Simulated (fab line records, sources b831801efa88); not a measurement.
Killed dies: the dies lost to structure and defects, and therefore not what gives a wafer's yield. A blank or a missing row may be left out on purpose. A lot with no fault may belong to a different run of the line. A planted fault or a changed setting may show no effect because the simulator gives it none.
Which tool did it? + flow sky130 + at 1 step of a route of 708, 13 lots with 39 wafers sampled

## WHAT THE GAUGES SHOWED, per wafer
SKY_POLY_GATE_THK_MEAS_01.
| lot  | measured     | on            | POLY_GATE_CVD_00_THK (nm) |
|------|--------------|---------------|---------------------------|
| L119 | day 14 01:24 | film metro-03 | 181.0 180.9 179.7         |
| L120 | day 14 01:26 | film metro-04 | 183.1 183.1 183.0         |
| L121 | day 14 13:53 | film metro-04 | 181.3 181.0 179.9         |
| L122 | day 14 19:34 | film metro-02 | 181.2 180.8 181.5         |
| L126 | day 16 15:34 | film metro-02 | 183.1 180.6 180.6         |
| L129 | day 17 18:29 | film metro-04 | 182.5 180.7 181.2         |
| L134 | day 19 09:11 | film metro-04 | 179.3 179.9 181.1         |
| L135 | day 19 20:06 | film metro-04 | 181.1 181.5 181.8         |
| L136 | day 20 04:17 | film metro-03 | 181.2 180.1 180.3         |
| L137 | day 20 12:49 | film metro-02 | 178.7 179.0 181.2         |
| L138 | day 20 17:32 | film metro-03 | 180.0 182.8 181.9         |
| L139 | day 21 02:37 | film metro-03 | 181.6 180.8 181.6         |
| L142 | day 22 03:07 | film metro-02 | 180.5 177.5 178.6         |

## EACH LOT AND THE TOOL THAT RAN IT (in order: tool; ch and the chambers of the sampled wafers; start)
The record shows no process step preceding these readings.

## WHAT THE TOOLS THEMSELVES READ (means of the sampled wafers that have a number; where no wafer has one, the mark that the record gives instead)
The record holds no such reading with a usual standard deviation.

## THE ANSWER, worked out from the rows above alone
Rule: what is usual is taken from the lots themselves. The widest of any qualifying gaps counts: lots, ordered by their means at a reading, are off when they make up no more than a third of the lots, leave a main group of 4 or more, and stand apart from it by 3 or more times the standard deviation of that group's means. If all means in a main group match to the digits the tables above print for the reading, that group is not used. Also off: a lot with no number at a reading for which 4 or more lots have one. Any other lot the step has rows for is counted as sound. The gauges are gone through in route order, then the tools' own readings, and for those a lot's mean is taken as printed above. At the first step where some lot is off, the reading lying furthest off is the one used; lots without a number count as furthest.
No lot is off on any of the readings shown, so nothing can be concluded from this.

## WHAT THE SIMULATOR HAD PUT IN
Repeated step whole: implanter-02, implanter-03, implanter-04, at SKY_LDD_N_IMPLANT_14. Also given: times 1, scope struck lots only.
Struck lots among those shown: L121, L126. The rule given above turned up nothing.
